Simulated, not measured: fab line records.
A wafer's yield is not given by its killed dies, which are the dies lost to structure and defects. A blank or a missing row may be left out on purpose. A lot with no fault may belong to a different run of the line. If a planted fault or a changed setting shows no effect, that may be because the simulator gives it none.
Comparing a struck lot with a sound one -- flow sky130 -- 15 steps out of a route of 708
Sound: wafers L452.3, L452.4, L452.5. The struck wafers were L466.1, L466.5, L466.6. The cause comes at the end.
At each step with rows: each side's tool, then ch and its chambers, then its first start. Under that, the readings that differ: sound wafers -- struck wafers -- difference of the means -- sigmas: that difference in standard deviations of wafers without a fault.
alike: a reading whose means differ by less than 2 such deviations, as well as words and numbers matching on both sides. not compared: withheld readings; readings where some wafer has no value; bounds like >300 that might hide an equal value; numbers whose values overlap and for which the record gives no deviation.
Wherever a step has rows on one side only, a row that says differs or no value, or a row with sigmas, the two part there. When numbers do not overlap yet have no deviation, they are printed without sigmas and do not part them. A reading that every wafer of one side lacks parts them only if that side has two wafers or more.

SKY_VIA2_BOW_MEAS_03:
  sound on film_metro-03 at day 36 17:52; struck on film_metro-03 at day 41 01:30
  alike: VIA2_BOW
then, 4 steps without rows for these wafers: SKY_VIA2_DEHYDRATE_04 (time 60 s); SKY_VIA2_HMDS_05 (prime time 60 s); SKY_VIA2_COAT_06 (resist thk 60 nm); SKY_VIA2_COAT_07 (resist thk 450 nm).
SKY_VIA2_SOFTBAKE_08: time 91.75 s.
  sound: litho_track-04 ch 0; struck: litho_track-04 ch 0
  alike: plate_sensor_t_centre_C, plate_sensor_t_edge_C
then, 3 steps without rows for these wafers: SKY_VIA2_EXPOSE_09 (exposes mask VIM2, target cd 200 nm); SKY_VIA2_PEB_10; SKY_VIA2_DEVELOP_11 (develop time 60 s).
SKY_VIA2_CD_MEAS_12: the cd target is 200 nm.
  sound on cd_sem-01 at day 37 19:49; struck on cd_sem-01 at day 42 01:21
  alike: cd_nm
SKY_VIA2_OVL_MEAS_13:
  sound on overlay-02 at day 37 19:55; struck on overlay-01 at day 42 01:28
  alike: VIA2_OVL
SKY_VIA2_ETCH_14: etches BARC in N2/H2, stops on SiO2, time 45.9 s, target depth 60 nm.
  sound on rie_diel-01 ch 1,2, day 37 19:56; struck on rie_diel-01 ch 0,1, day 42 01:31
  alike: bias_w, drypump_motor_current_A, oes_product_au, throttle_valve_pct
  not compared: rf_hours_counter_h
SKY_VIA2_ETCH_15: etches SiO2 in C4F8/O2/Ar, stops on TiN, target depth 546 nm, time 84 s.
  sound on rie_diel-01 ch 1,2, day 37 19:58; struck on rie_diel-01 ch 0,1, day 42 01:33
reading,sound,struck,difference,sigmas
bias_w (W),1208 1201 1200,1246 1239 1246,+41,+12
  alike: oes_product_au
  not compared: rf_hours_counter_h
SKY_VIA2_STRIP_16: strips in O2/N2.
  sound on plasma_asher-02 ch 0,1, day 37 20:04; struck on plasma_asher-01 ch 0,1, day 42 01:37
  alike: drypump_motor_current_A, oes_product_au, strip_time_to_endpoint_s
  not compared: rf_hours_counter_h
-- the record jumps here: 8 days lie between the struck wafers' starts before and after (it left off in module VIA2 and takes up again in module PAD_OPEN, whose first step shown is number 708 of the route) --
SKY_PAD_OPEN_PROBE_99:
  sound on prober-01 at day 47 00:19; struck on prober-01 at day 50 07:34
  alike: defect_limited_yield, killed_at_M0_to_M3, killed_at_M4_up, killed_at_contacts, killed_at_front_end, killed_at_other, killed_dies, killed_open, killed_short, sort_bin_3_pad_short, sort_bin_5_function, sort_bin_6_memory, sort_n_pass, sort_yield_pct

## WHERE THEY PART
At SKY_VIA2_ETCH_15 and nowhere else, as far as this record goes. Later steps at which nothing parts them and some readings are alike: SKY_VIA2_STRIP_16, SKY_PAD_OPEN_PROBE_99.

WHY: whatever the simulator had introduced
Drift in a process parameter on rie_diel-01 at SKY_VIA2_ETCH_15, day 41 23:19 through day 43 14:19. A move of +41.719 in setting bias_w, from 1200. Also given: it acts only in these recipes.
